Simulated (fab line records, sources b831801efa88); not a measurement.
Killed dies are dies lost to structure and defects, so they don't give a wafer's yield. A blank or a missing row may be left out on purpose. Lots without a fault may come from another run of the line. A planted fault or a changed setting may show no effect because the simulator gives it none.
Split-lot experiment | flow sfq_line | 5 lots, 27 wafers read, on a route of 325 steps

THE SPLIT
At SFQ_TRILAYER_M2_BARC_OPEN_METAL_ETCH_077 (etches BARC in O2, target depth 125 nm, time 41.7 s), the setting time_s was moved away from the recipe's 41.7 s on 9 of the 27 wafers read, by -59.1% to +40.6%. The other wafers ran this setting at the recipe's value.

The reading is taken at the split's own step.

THE READING
oes_product_au, in a.u., at SFQ_TRILAYER_M2_BARC_OPEN_METAL_ETCH_077 (etches BARC in O2, target depth 125 nm, time 41.7 s). Fault-free wafers of this fab line usually give 0.686 a.u., standard deviation 0.0047 a.u..

wafer  | tool, chamber at the split | time_s as run, s | against the recipe | oes_product_au, a.u. | against lot-mates on the recipe
L074.1 | rie_metal-04, 1            | 17.04            | -59.1%             | 0.983                | +0.295
L074.2 | rie_metal-04, 0            | 17.04            | -59.1%             | 0.990                | +0.302
L074.3 | rie_metal-04, 0            | 17.04            | -59.1%             | 0.984                | +0.296
L074.4 | rie_metal-04, 1            | 41.7             | recipe             | 0.689                | -
L074.5 | rie_metal-04, 0            | 41.7             | recipe             | 0.693                | -
L074.6 | rie_metal-04, 1            | 41.7             | recipe             | 0.681                | -
L077.1 | rie_metal-02, 1            | 41.7             | recipe             | 0.682                | -
L077.3 | rie_metal-02, 1            | 41.7             | recipe             | 0.678                | -
L077.4 | rie_metal-02, 0            | 41.7             | recipe             | 0.685                | -
L080.1 | rie_metal-02, 1            | 58.65            | +40.6%             | 0.645                | -0.046
L080.2 | rie_metal-02, 0            | 58.65            | +40.6%             | 0.653                | -0.038
L080.3 | rie_metal-02, 0            | 41.7             | recipe             | 0.691                | -
L080.4 | rie_metal-02, 1            | 41.7             | recipe             | 0.692                | -
L080.5 | rie_metal-02, 0            | 41.7             | recipe             | 0.690                | -
L080.6 | rie_metal-02, 1            | 58.65            | +40.6%             | 0.643                | -0.048
L081.1 | rie_metal-04, 0            | 41.7             | recipe             | 0.685                | -
L081.2 | rie_metal-04, 1            | 41.7             | recipe             | 0.678                | -
L081.3 | rie_metal-04, 0            | 50.72            | +21.6%             | 0.657                | -0.025
L081.4 | rie_metal-04, 1            | 50.72            | +21.6%             | 0.660                | -0.022
L081.5 | rie_metal-04, 0            | 50.72            | +21.6%             | 0.663                | -0.019
L081.6 | rie_metal-04, 1            | 41.7             | recipe             | 0.683                | -
L085.1 | rie_metal-01, 1            | 41.7             | recipe             | 0.687                | -
L085.2 | rie_metal-01, 0            | 41.7             | recipe             | 0.688                | -
L085.3 | rie_metal-01, 0            | 41.7             | recipe             | 0.681                | -
L085.4 | rie_metal-01, 1            | 41.7             | recipe             | 0.676                | -
L085.5 | rie_metal-01, 1            | 41.7             | recipe             | 0.691                | -
L085.6 | rie_metal-01, 0            | 41.7             | recipe             | 0.690                | -

THE FIT
A straight line over all 27 wafers: oes_product_au changes by -0.00355 a.u. for each +1% of time_s; r = -0.91; the points scatter about the line by 0.043 a.u..
The same after taking each lot's own level away (the mean of its wafers on the recipe; 27 wafers): -0.00356 a.u. for each +1%; r = -0.91; scatter 0.042 a.u..
On that fit, the largest move of time_s shifts the reading by 0.21 a.u..
The lots' own levels span 0.6817 to 0.6910 a.u., that is 2.0 times the standard deviation above.
So the lot-to-lot level changes the slope little: the two slopes agree.
Check: with one of the wafers moved furthest among these (-59.1%) left out of the fit, the line predicts +0.218 a.u. for it against its lot-mates. It came out at +0.295 a.u. against them.
Tool readings at the split's step, against how far the setting was moved: oes_product_au r = -0.91.

OTHER SPLITS ON THESE WAFERS
These wafers also went through other splits before the reading. Each is held against what the fit with the lots' levels taken away leaves over:
other split on the same wafers                  | wafers away from the commonest value | r with oes_product_au (lot level and that fit taken away)
SFQ_TRILAYER_L0_BARC_OPEN_METAL_ETCH_010 time_s | 12                                   | +0.26
SFQ_TRILAYER_M0_DEP_SPUTTER_019 time_s          | 12                                   | +0.11
SFQ_TRILAYER_I1_DEP_PECVD_045 time_s            | 9                                    | +0.14

THE WHOLE CHAIN: every reading that the file lists as answering this split, in the file's order
step                                     | what it does                                                        | reading                                                                                   | change (the file's fit)                   | r (the file's)
SFQ_TRILAYER_M2_BARC_OPEN_METAL_ETCH_077 | etches BARC in O2, target depth 125 nm, time 41.7 s                 | oes_product_au                                                                            | -0.00354 a.u. for each +1% of the setting | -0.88
SFQ_TRILAYER_M2_BARC_OPEN_METAL_ETCH_077 | etches BARC in O2, target depth 125 nm, time 41.7 s                 | KrF_of_TRILAYER_M2_LITHO_COAT_057.thk_nm (the simulator's own value, which no gauge read) | -0.504 nm for each +1% of the setting     | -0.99
SFQ_TRILAYER_M2_ETCH_METAL_ETCH_060      | etches Nb in Cl2/Ar, stops on SiO2, target depth 240 nm, time 120 s | KrF_of_TRILAYER_M2_LITHO_COAT_057.thk_nm (the simulator's own value, which no gauge read) | -0.488 nm for each +1% of the setting     | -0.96

THE FILE'S OWN FIT
oes_product_au changes by -0.00354 a.u. for each +1% of time_s, r = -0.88.
